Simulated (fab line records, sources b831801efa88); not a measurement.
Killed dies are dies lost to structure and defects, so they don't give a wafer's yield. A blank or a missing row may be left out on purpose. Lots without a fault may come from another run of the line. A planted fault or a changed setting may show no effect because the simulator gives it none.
fab line records | flow sky130
record lots=12 wafers=34 last_day=50
route steps=708 shown SD_N@356 SD_P@359 LI_CONTACT@365 CONTACT@410 METAL1@436
lots that met no fault: from a run of the same line without faults
start_h: hours from the record's first day to the start of the lot's first wafer shown | wait_h: hours since the lot's step before | " the same as in the row above | L1.1+2: a row that stands for several wafers | - no value, or no start given | * or withheld: withheld | < > ~ a bound
route shown NAME@n: a module of which the file shows steps, and the number in the route of the first | usual: mean/standard deviation of fault-free wafers | same: alike in all rows | chamber/n: place in a boat | sites: the reading at each site | _std_site: their standard deviation | _edge_site: outer sites' mean less inner sites' | radius_mm: how far each site lies from the wafer's centre | mask NAME#n: copy n | behind: the tool/chamber that last shaped the wafer | hold: why the lot was held/for how many hours/how that ended | device: the transistor (n, p or np) that didn't switch | end of line: the same wafers' tests at the end of the route | a step without rows: its recipe alone | killed: dies lost to structure and defects at the first sort, not the wafer's yield | map: a wafer's dies, x killed, . not, _ none there
set.NAME: the setting as run; set.NAME@STEP: as run at that earlier step | model.NAME: the simulator's own value behind a step, which no gauge read
steps of the route over a sample of lots; a table a step, a row a wafer
services: from which hour (start_h, from the record's first day; less than 0 if before it) a tool's chamber was out of use, for how many hours, and why
## steps
# step SKY_SD_N_RTA_14
# recipe temp_c=1075 time_s=2 idle_temp_c=650 ramp_up_c_per_s=150 ramp_down_c_per_s=90 ambient=N2
# usual lamp_power_pct=15.74/0.051 ramp_down_c_per_s=90.000/0.018 ramp_up_c_per_s=150.00/0.026 wafer_temp_C_max=1078.1/1.4
# columns lot.wafer tool chamber start_h wait_h lamp_power_pct ramp_down_c_per_s ramp_up_c_per_s wafer_temp_C_max
L741.1 rtp_anneal-02 0 675.33 0.0 15.73 89.970 149.97 1079.5
L741.2 " 0 " " 15.78 90.019 150.00 1076.5
L741.6 " 0 " " 15.76 89.978 150.01 1076.6
L743.3 rtp_anneal-01 0 692.18 0.0 15.73 89.998 150.00 1079.2
L743.5 " 0 " " 15.78 89.998 150.06 1078.6
L743.6 " 0 " " 15.72 89.997 149.99 1077.3
L746.1 rtp_anneal-02 0 716.35 0.0 15.68 90.034 149.96 1079.4
L746.3 " 0 " " 15.78 90.006 150.05 1078.9
L746.5 " 0 " " 15.74 89.983 150.01 1078.6
L747.1 rtp_anneal-02 0 727.30 0.0 15.74 89.990 149.99 1077.2
L747.2 " 0 " " 15.75 90.013 150.02 1078.9
L747.5 " 0 " " 15.70 89.998 150.00 1079.0
L750.2 rtp_anneal-02 0 738.44 0.0 15.70 89.981 150.02 1079.3
L750.5 " 0 " " 15.76 90.011 150.01 1079.1
L750.6 " 0 " " 15.83 90.002 149.99 1078.2
L753.2 rtp_anneal-01 0 773.81 0.0 15.75 90.002 150.01 1076.5
L753.4 " 0 " " 15.73 90.016 149.98 1078.3
L755.1 rtp_anneal-01 0 779.15 0.0 15.71 89.989 149.99 1075.5
L755.4 " 0 " " 15.70 90.008 150.01 1077.2
L755.6 " 0 " " 15.68 89.986 150.00 1078.7
L757.1 rtp_anneal-01 0 801.23 0.0 15.68 90.005 150.00 1077.5
L757.3 " 0 " " 15.70 89.974 149.96 1076.7
L757.5 " 0 " " 15.86 90.002 149.99 1077.4
L758.2 rtp_anneal-02 0 811.50 0.0 15.78 90.011 149.98 1078.2
L758.3 " 0 " " 15.78 89.978 149.99 1076.7
L758.5 " 0 " " 15.80 89.993 150.02 1079.8
L759.2 rtp_anneal-01 0 817.29 0.0 15.67 90.005 150.04 1079.5
L759.4 " 0 " " 15.76 90.038 150.02 1077.0
L759.6 " 0 " " 15.78 89.986 150.01 1076.4
L760.1 rtp_anneal-02 0 820.58 0.0 15.72 90.008 150.01 1077.8
L760.2 " 0 " " 15.75 89.995 149.97 1075.8
L760.4 " 0 " " 15.62 89.974 150.01 1077.4
L762.3 rtp_anneal-02 0 827.84 0.0 15.75 90.043 150.08 1077.7
L762.5 " 0 " " 15.72 90.010 150.03 1077.2
# step SKY_SD_N_RS_MEAS_16
# recipe thk_meas_gauge=four-point-probe
# usual SD_N_RS=68.60/0.11
# columns lot.wafer tool chamber start_h wait_h SD_N_RS[ohm/sq]
L741.1 film_metro-01 - 675.50 0.1 68.62
L741.2 " - " " 68.56
L741.6 " - " " 68.78
L743.3 film_metro-01 - 692.38 0.1 68.55
L743.5 " - " " 68.55
L743.6 " - " " 68.65
L746.1 film_metro-03 - 716.52 0.1 71.14
L746.3 " - " " 71.19
L746.5 " - " " 71.17
L747.1 film_metro-01 - 727.47 0.1 71.34
L747.2 " - " " 71.43
L747.5 " - " " 71.30
L750.2 film_metro-03 - 738.62 0.1 71.10
L750.5 " - " " 71.26
L750.6 " - " " 71.11
L753.2 film_metro-02 - 773.99 0.1 68.48
L753.4 " - " " 68.54
L755.1 film_metro-01 - 779.32 0.1 68.68
L755.4 " - " " 68.63
L755.6 " - " " 68.64
L757.1 film_metro-01 - 801.41 0.1 68.59
L757.3 " - " " 68.69
L757.5 " - " " 68.63
L758.2 film_metro-01 - 811.69 0.1 68.45
L758.3 " - " " 68.56
L758.5 " - " " 68.37
L759.2 film_metro-03 - 817.60 0.1 68.37
L759.4 " - " " 68.35
L759.6 " - " " 68.57
L760.1 film_metro-01 - 820.75 0.1 68.62
L760.2 " - " " 68.76
L760.4 " - " " 68.62
L762.3 film_metro-03 - 828.03 0.1 68.59
L762.5 " - " " 68.52
# step SKY_SD_N_RS_MEAS_17
# recipe thk_meas_gauge=four-point-probe
# usual SD_P_RS=147.2/0.38
# columns lot.wafer tool chamber start_h wait_h SD_P_RS[ohm/sq]
L741.1 film_metro-01 - 675.62 0.1 147.8
L741.2 " - " " 147.7
L741.6 " - " " 147.3
L743.3 film_metro-01 - 692.50 0.1 146.9
L743.5 " - " " 146.8
L743.6 " - " " 146.6
L746.1 film_metro-03 - 716.64 0.1 162.1
L746.3 " - " " 162.2
L746.5 " - " " 162.7
L747.1 film_metro-01 - 727.59 0.1 162.7
L747.2 " - " " 162.7
L747.5 " - " " 162.3
L750.2 film_metro-03 - 738.74 0.1 162.0
L750.5 " - " " 161.6
L750.6 " - " " 162.2
L753.2 film_metro-02 - 774.11 0.1 147.3
L753.4 " - " " 147.5
L755.1 film_metro-01 - 779.44 0.1 147.5
L755.4 " - " " 147.1
L755.6 " - " " 147.6
L757.1 film_metro-01 - 801.53 0.1 147.4
L757.3 " - " " 147.2
L757.5 " - " " 147.5
L758.2 film_metro-01 - 811.81 0.1 146.8
L758.3 " - " " 146.1
L758.5 " - " " 146.5
L759.2 film_metro-03 - 817.72 0.1 147.0
L759.4 " - " " 146.6
L759.6 " - " " 146.8
L760.1 film_metro-01 - 820.87 0.1 147.7
L760.2 " - " " 147.2
L760.4 " - " " 147.6
L762.3 film_metro-03 - 828.15 0.1 147.1
L762.5 " - " " 146.6
# step SKY_LI_CONTACT_BOW_MEAS_03
# recipe mode=bow
# usual LI_CONTACT_BOW=55/6.8
# columns lot.wafer tool chamber start_h wait_h LI_CONTACT_BOW[um]
L741.1 film_metro-02 - 676.34 0.1 63
L741.2 " - " " 58
L741.6 " - " " 65
L743.3 film_metro-03 - 693.22 0.1 58
L743.5 " - " " 63
L743.6 " - " " 57
L746.1 film_metro-01 - 717.36 0.2 55
L746.3 " - " " 49
L746.5 " - " " 51
L747.1 film_metro-01 - 728.58 0.2 58
L747.2 " - " " 55
L747.5 " - " " 51
L750.2 film_metro-01 - 739.46 0.2 46
L750.5 " - " " 49
L750.6 " - " " 46
L753.2 film_metro-02 - 774.83 0.3 55
L753.4 " - " " 48
L755.1 film_metro-01 - 780.16 0.1 49
L755.4 " - " " 50
L755.6 " - " " 43
L757.1 film_metro-01 - 802.25 0.2 55
L757.3 " - " " 52
L757.5 " - " " 50
L758.2 film_metro-01 - 812.70 0.2 56
L758.3 " - " " 53
L758.5 " - " " 50
L759.2 film_metro-03 - 818.44 0.2 62
L759.4 " - " " 49
L759.6 " - " " 47
L760.1 film_metro-01 - 821.59 0.1 46
L760.2 " - " " 50
L760.4 " - " " 56
L762.3 film_metro-01 - 828.87 0.1 67
L762.5 " - " " 59
# step SKY_CONTACT_CMP_04
# recipe material=SiO2 down_force_psi=4 platen_rpm=60 pad_velocity_m_s=0.94248
# usual edge_zone_pressure_frac=1.000/0.0051 motor_current_A=11.7/1.8 time_to_endpoint_s=84/4.4
# columns lot.wafer tool chamber start_h wait_h edge_zone_pressure_frac motor_current_A time_to_endpoint_s
L741.2 cmp-02 0 733.69 0.0 1.000 13.3 84
L741.1 " 2 " " 1.005 11.6 78
L741.6 " 0 " " 0.999 14.2 86
L743.3 cmp-02 1 751.31 0.1 1.004 14.6 85
L743.6 " 0 " " 1.000 14.3 87
L743.5 " 1 " " 0.995 14.2 87
L746.3 cmp-01 3 776.46 0.1 1.000 9.7 87
L746.1 " 0 " " 1.004 12.8 89
L746.5 " 2 " " 1.013 9.9 87
L747.1 cmp-01 2 784.76 0.1 1.005 9.9 92
L747.2 " 1 " " 1.005 12.1 83
L747.5 " 3 " " 0.996 9.7 87
L750.2 cmp-02 0 795.19 0.0 1.000 14.4 78
L750.5 " 0 " " 1.007 14.5 79
L750.6 " 1 " " 1.000 14.8 80
L753.4 cmp-02 1 830.52 0.0 1.012 14.1 78
L753.2 " 0 " " 1.008 13.3 83
L755.1 cmp-01 2 836.56 0.1 0.992 9.6 90
L755.4 " 0 " " 1.001 12.7 93
L755.6 " 2 " " 0.994 9.5 89
L757.1 cmp-02 2 856.79 0.1 0.996 11.3 82
L757.3 " 0 " " 1.008 13.7 84
L757.5 " 2 " " 1.002 11.4 82
L758.3 cmp-01 0 867.75 0.0 1.000 13.2 93
L758.2 " 1 " " 0.993 11.4 84
L758.5 " 0 " " 0.996 12.6 87
L759.2 cmp-01 3 872.82 0.0 1.000 10.1 86
L759.4 " 0 " " 1.004 12.3 87
L759.6 " 0 " " 0.999 12.3 84
L760.2 cmp-01 0 877.32 0.1 1.004 13.3 84
L760.1 " 1 " " 1.004 11.1 81
L760.4 " 2 " " 1.004 9.8 86
L762.3 cmp-02 0 883.02 0.2 0.995 14.3 88
L762.5 " 1 " " 1.006 15.1 79
# step SKY_METAL1_SPUTTER_02
# recipe material=AlCu target_thk_nm=250 power_w=10600 time_s=13.3 chamber_pressure_pa=0.4
# usual chamber_pressure_pa=0.4000/0.00076 throttle_valve_pct=30.1/1.4
# columns lot.wafer tool chamber start_h wait_h chamber_pressure_pa throttle_valve_pct
L741.1 pvd_sputter-02 - 762.34 0.0 0.3998 29.8
L741.2 " - " " 0.4008 29.8
L741.6 " - " " 0.3996 29.2
L743.3 pvd_sputter-03 - 781.02 0.0 0.4004 27.4
L743.5 " - " " 0.4000 30.2
L743.6 " - " " 0.4001 32.0
L746.1 pvd_sputter-03 - 804.59 0.0 0.4000 31.7
L746.3 " - " " 0.3998 29.5
L746.5 " - " " 0.3995 29.7
L747.1 pvd_sputter-04 - 813.89 0.0 0.3997 31.1
L747.2 " - " " 0.4003 30.6
L747.5 " - " " 0.4000 32.4
L750.2 pvd_sputter-04 - 823.80 0.0 0.4002 32.0
L750.5 " - " " 0.3993 30.5
L750.6 " - " " 0.4007 32.0
L753.2 pvd_sputter-04 - 858.69 0.0 0.4001 32.3
L753.4 " - " " 0.4010 28.3
L755.1 pvd_sputter-04 - 863.57 0.0 0.3999 30.1
L755.4 " - " " 0.4009 31.3
L755.6 " - " " 0.4004 30.4
L757.1 pvd_sputter-04 - 885.27 0.0 0.4010 30.5
L757.3 " - " " 0.3999 31.3
L757.5 " - " " 0.3991 30.4
L758.2 pvd_sputter-03 - 895.73 0.0 0.3993 26.9
L758.3 " - " " 0.3991 31.6
L758.5 " - " " 0.3990 27.1
L759.2 pvd_sputter-04 - 900.31 0.0 0.3996 28.3
L759.4 " - " " 0.3990 31.3
L759.6 " - " " 0.4003 31.3
L760.1 pvd_sputter-03 - 904.43 0.0 0.4005 29.8
L760.2 " - " " 0.3992 30.0
L760.4 " - " " 0.3993 27.3
L762.3 pvd_sputter-03 - 909.68 0.0 0.3996 29.7
L762.5 " - " " 0.4003 30.1
## services
# columns tool chamber start_h hours kind
cmp-01 - 677.72 74.2 repair
cmp-02 - 711.35 2.6 repair
pvd_sputter-04 2 717.81 - consumable_replace:kit
pvd_sputter-04 2 717.81 18.0 scheduled_down
pvd_sputter-04 2 717.81 18.0 vent_cycle
cmp-02 - 718.48 0.4 repair
cmp-02 - 744.07 4.0 pm
cmp-02 - 748.07 - consumable_replace:conditioner
cmp-01 - 751.92 8.0 pm
pvd_sputter-03 - 752.70 2.8 repair
cmp-02 - 763.85 6.0 pm
cmp-01 - 777.55 0.9 repair
cmp-02 - 784.18 2.1 repair
cmp-02 - 793.63 0.2 repair
pvd_sputter-04 - 795.92 4.5 repair
cmp-02 - 811.31 5.6 pm
pvd_sputter-02 - 820.10 6.1 repair
rtp_anneal-02 - 844.06 4.7 pm
cmp-01 - 855.89 5.8 pm
pvd_sputter-04 1 866.80 - consumable_replace:kit
pvd_sputter-04 1 866.80 18.0 scheduled_down
pvd_sputter-04 1 866.80 18.0 vent_cycle
pvd_sputter-02 - 872.50 2.2 repair
cmp-01 - 881.53 0.9 repair
## key
first_sign step=SKY_SD_N_RS_MEAS_16 reading=SD_N_RS direction=up sigmas=25 usual=68.60 struck=71.23
effect step=SKY_SD_N_RS_MEAS_17 reading=SD_P_RS direction=up sigmas=40 usual=147.2 struck=162.3
met_at SKY_SD_N_RTA_14
struck_lots L746,L747,L750
tester_left_out L746,L747,L750
not_acting_at SKY_LI_CONTACT_BOW_MEAS_03,SKY_CONTACT_CMP_04,SKY_METAL1_SPUTTER_02
onset_between 675.33 716.35
fault kind=process_parameter_drift tool=rtp_anneal-02 chamber=- onset_h=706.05 steps=SKY_SD_N_RTA_14 channel=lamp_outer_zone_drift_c offset=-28 shape=step end_h=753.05
# tester_left_out: of these lots the tester's yield and bins aren't shown, on N5 and GAA mostly nor the transistor test; their killed dies are dies lost to structure and defects alone, not to doping, threshold or leakage, so they don't give the yield
